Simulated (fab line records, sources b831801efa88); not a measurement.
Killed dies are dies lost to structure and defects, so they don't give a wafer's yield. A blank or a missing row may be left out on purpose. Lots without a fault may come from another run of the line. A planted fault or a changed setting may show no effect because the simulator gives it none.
One fault seen from 2 desks | flow sky130 | each desk has only its own numbers; what lay behind them comes last

THE TOOL OWNER'S DESK: furnace-01
The tool's own readings at SKY_POLY_GATE_OXIDATION_20 (stabilise 600 s, purge 300 s, target thk 4 nm): means of the sampled wafers that have a number, for each lot that ran on this tool. A lot is out of limits, marked OUT, if its mean lies more than 4 standard deviations from the usual mean; the brackets give that distance. Of its 11 readings 7 are shown: the one that was out of limits first, and those that lie furthest out on some lot.
Columns: A = spike_tc_bottom_C at SKY_POLY_GATE_OXIDATION_20, usual 870.5 C; B = spike_tc_centre_C at SKY_POLY_GATE_OXIDATION_20, usual 850.6 C; C = spike_tc_lower_C at SKY_POLY_GATE_OXIDATION_20, usual 850.8 C; D = spike_tc_top_C at SKY_POLY_GATE_OXIDATION_20, usual 865.7 C; E = spike_tc_upper_C at SKY_POLY_GATE_OXIDATION_20, usual 849.9 C; F = tube_center_temp_C at SKY_POLY_GATE_OXIDATION_20, usual 849.99 C; G = tube_center_temp_C_max at SKY_POLY_GATE_OXIDATION_20, usual 852.2
lot  | first seen here | A               | B               | C               | D               | E               | F                        | G
L586 | day 16 04:01    | 870.8           | 850.6           | 850.8           | 866.1           | 850.2           | 849.97                   | 851.9
L588 | day 17 08:06    | 871.5           | 850.7           | 850.3           | 865.3           | 849.8           | 850.02                   | 852.5
L592 | day 18 19:33    | 870.9           | 850.5           | 850.5           | 865.0           | 850.5           | 850.01                   | 852.5
L595 | day 20 15:07    | 871.5           | 850.9           | 849.7           | 864.6           | 849.7           | 849.97                   | 852.0
L599 | day 21 12:12    | 832.7 (-25) OUT | 812.5 (-38) OUT | 812.5 (-38) OUT | 827.1 (-30) OUT | 811.2 (-39) OUT | 811.12 (-99 or more) OUT | 813.4 (-99 or more) OUT
L600 | day 21 17:24    | 833.9 (-24) OUT | 812.6 (-38) OUT | 812.8 (-38) OUT | 826.6 (-30) OUT | 811.3 (-39) OUT | 811.17 (-99 or more) OUT | 813.4 (-99 or more) OUT
L601 | day 21 22:44    | 833.2 (-25) OUT | 811.5 (-39) OUT | 810.5 (-40) OUT | 827.3 (-30) OUT | 811.4 (-39) OUT | 811.12 (-99 or more) OUT | 813.5 (-99 or more) OUT
L608 | day 24 12:18    | 872.7           | 850.5           | 849.2           | 864.6           | 849.4           | 850.00                   | 852.4
This desk's finding: out of limits on L599, L600, L601; first on L599, day 21 12:12 (spike_tc_bottom_C at SKY_POLY_GATE_OXIDATION_20). In limits: L586, L588, L592, L595, L608.

THE METROLOGY DESK
What the gauges read, lot by lot, whatever tool the lot ran on: means of the sampled wafers that have a number. A lot is out of limits, marked OUT, if its mean lies more than 4 standard deviations from the usual mean; the brackets give that distance.
Columns: A = FIELD_ISO_CVD_24_THK at SKY_FIELD_ISO_THK_MEAS_25, usual 596 nm; B = POLY_GATE_OXIDATION_THK at SKY_POLY_GATE_THK_MEAS_21, usual 4.00 nm; C = LOCAL_INTERCONNECT_TIN_THK at SKY_LOCAL_INTERCONNECT_THK_MEAS_02, usual 97.6 nm
lot  | first seen here | A   | B              | C
L586 | day 2 13:02     | 593 | 4.08           | 97.3
L588 | day 2 21:21     | 600 | 4.05           | 96.5
L592 | day 3 17:57     | 596 | 4.19           | 98.7
L595 | day 4 13:55     | 601 | 4.05           | 97.7
L599 | day 5 07:28     | 602 | 2.39 (-20) OUT | 97.9
L600 | day 5 14:02     | 601 | 2.33 (-21) OUT | 98.3
L601 | day 5 18:56     | 592 | 2.37 (-20) OUT | 97.1
L603 | day 6 05:00     | 592 | 3.93           | 98.9
L604 | day 6 09:49     | 601 | 4.03           | 98.1
L607 | day 7 01:35     | 595 | 4.01           | 98.1
L608 | day 7 07:39     | 599 | 4.00           | 97.6
This desk's finding: out of limits on L599, L600, L601; first on L599, day 21 13:28 (POLY_GATE_OXIDATION_THK at SKY_POLY_GATE_THK_MEAS_21). In limits: L586, L588, L592, L595, L603, L604, L607, L608.

PUT TOGETHER
The tool owner's desk could have raised an alarm at day 21 12:12, on L599, L600, L601.
The metrology desk could have raised an alarm at day 21 13:28, on L599, L600, L601.
Of the lots named, all ran SKY_POLY_GATE_OXIDATION_20 on furnace-01.

WHAT THE SIMULATOR HAD PUT IN
Process parameter drift: furnace-01, from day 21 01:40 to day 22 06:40, at SKY_POLY_GATE_OXIDATION_20. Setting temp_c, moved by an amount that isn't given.
Lots struck among those shown: L599, L600, L601.
Hours from the fault's start to each desk's first reading out of limits: the tool owner's desk, 11; the metrology desk, 12.
